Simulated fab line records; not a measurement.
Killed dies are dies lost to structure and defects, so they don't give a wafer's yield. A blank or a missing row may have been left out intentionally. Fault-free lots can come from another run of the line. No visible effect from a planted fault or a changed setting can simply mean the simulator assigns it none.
Which of the tools did it? || flow sky130 || 21 wafers sampled from 7 lots at 1 step of a route of 708

WHAT THE GAUGES SHOWED, per wafer
SKY_LOCAL_INTERCONNECT_THK_MEAS_02: measures by xrf.
{"lot": "L188", "measured": "day 29 16:10", "on": "film metro-01", "LOCAL_INTERCONNECT_TIN_THK (nm)": "98.5 101.1 99.8"}
{"lot": "L191", "measured": "day 30 14:18", "on": "film metro-03", "LOCAL_INTERCONNECT_TIN_THK (nm)": "100.7 100.6 100.5"}
{"lot": "L193", "measured": "day 31 10:25", "on": "film metro-02", "LOCAL_INTERCONNECT_TIN_THK (nm)": "100.0 100.3 99.9"}
{"lot": "L197", "measured": "day 33 04:05", "on": "film metro-01", "LOCAL_INTERCONNECT_TIN_THK (nm)": "99.8 99.9 99.6"}
{"lot": "L199", "measured": "day 33 11:38", "on": "film metro-02", "LOCAL_INTERCONNECT_TIN_THK (nm)": "99.1 98.7 101.4"}
{"lot": "L202", "measured": "day 34 11:16", "on": "film metro-01", "LOCAL_INTERCONNECT_TIN_THK (nm)": "101.9 99.8 99.8"}
{"lot": "L208", "measured": "day 36 10:52", "on": "film metro-03", "LOCAL_INTERCONNECT_TIN_THK (nm)": "99.0 99.3 98.8"}

WHAT TOOL EACH LOT RAN ON (gives the tool, then ch and the chambers of the sampled wafers, and finally the start)
Before these readings, the record contains no process step.

THE ANSWER, worked out from the rows above alone
Rule: the usual values come from the lots themselves. Put in order of their means at a reading, lots are off if they are a third of the lots or fewer, leave a main group of 4 or more, and stand apart from it by a gap of 3 or more times the standard deviation of the main group's means; of several such gaps the widest counts. A main group is skipped when, at the precision printed for the reading in the tables above, its means are all equal. A lot without any number at a reading at which 4 lots or more have one is off too. The other lots that the step has rows for count as sound.
Across all readings shown, no lot is off: no conclusion can be drawn from this.

WHAT THE SIMULATOR HAD INSERTED
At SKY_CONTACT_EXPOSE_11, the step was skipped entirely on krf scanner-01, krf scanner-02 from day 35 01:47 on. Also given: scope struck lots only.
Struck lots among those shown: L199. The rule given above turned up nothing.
